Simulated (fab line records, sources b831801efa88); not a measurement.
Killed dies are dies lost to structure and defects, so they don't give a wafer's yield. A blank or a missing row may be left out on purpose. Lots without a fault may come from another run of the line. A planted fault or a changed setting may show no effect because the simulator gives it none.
Problem report in the 8D (eight disciplines) form, filled by code | flow sky130 | the parts of the form that need people (team, actions taken, sign-off) are left out

1. THE PROBLEM
RES_XHIGH_TW at SKY_RES_XHIGH_TW_MEAS_09 reads a mean of 30 on 6 wafers of 2 lots; wafers without a fault read 1649 with a standard deviation of 9.5. That is -99 or more standard deviations from the usual mean.
First seen on wafer L769.1, day 31 12:01, on film_metro-01. The record holds 36 wafers of 12 lots with a number at this step. Rule for "out", or "out of limits": more than 4 standard deviations from the usual mean. The other wafers with a number count as sound.

2. WHAT IT IS AND WHAT IT IS NOT
question                    | is                           | is not
which readings at this step | RES_XHIGH_TW                 | -
which lots                  | L769, L770                   | L756, L757, L758, L759, L763, L768, L771, L773, L778, L779
which wafers of those lots  | all that have a number       | -
read on which gauges        | film_metro-01, film_metro-04 | film_metro-03
when                        | from day 31 12:01            | up to then (18 sound wafers); but 12 sound wafers of L771, L773, L778, L779 came after

3. SUSPECTS, AND WHAT RULES EACH OUT
Counting: a tool at a process step up to the reading stays a suspect if it ran every lot that is out and no sound lot after the first of them.
- the gauge at SKY_RES_XHIGH_TW_MEAS_09: ruled out. The wafers that are out were read on 2 gauges (film_metro-01, film_metro-04).
- plasma_asher-04 at SKY_LDD_N_STRIP_16 (strips in O2/N2): ruled out as a lasting fault. Sound lots L771, L778 ran on it after its first lot that is out, L769 (day 22 23:07).
- litho_track-03 at SKY_RES_XHIGH_DEVELOP_06 (develop time 60 s): ruled out as a lasting fault. Sound lots L779 ran on it after its first lot that is out, L769 (day 31 11:37).
Left after counting: nothing in the record.

4. THE CAUSE (what the simulator had put in)
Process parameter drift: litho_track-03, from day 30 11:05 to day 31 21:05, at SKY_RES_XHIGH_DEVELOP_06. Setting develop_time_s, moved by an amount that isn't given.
Counting ruled it out, wrongly: the rule takes a fault to strike every lot that its tool runs from its start on, and this one did not.

5. THE CHAIN OF EFFECTS, in route order
Each row: a reading whose mean over the struck wafers that have a number lies more than 3 standard deviations from the usual. Only readings for which the record gives a usual standard deviation are gone through. hours: the time from each lot's start at the first step in this table that gives one to its start at this step, as a median over the lots. sigmas: the change in usual standard deviations.
hours | step                     | reading         | usual | on struck wafers | change | sigmas
0     | SKY_RES_XHIGH_TW_MEAS_09 | RES_XHIGH_TW    | 1649  | 30               | -1619  | -99 or more
426   | SKY_PAD_OPEN_PROBE_99    | killed_at_other | 0.2   | 405.5            | +405.3 | +99 or more
426   | SKY_PAD_OPEN_PROBE_99    | killed_dies     | 85    | 492              | +407   | +48
426   | SKY_PAD_OPEN_PROBE_99    | killed_on_rim   | 17    | 96               | +79    | +19
The process steps in it:
- SKY_PAD_OPEN_PROBE_99

6. WHAT WOULD HAVE CAUGHT IT SOONER
In this record the first reading out of limits at a measuring or inspecting step was taken at day 31 12:01, 25 hours after the fault began at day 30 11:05.
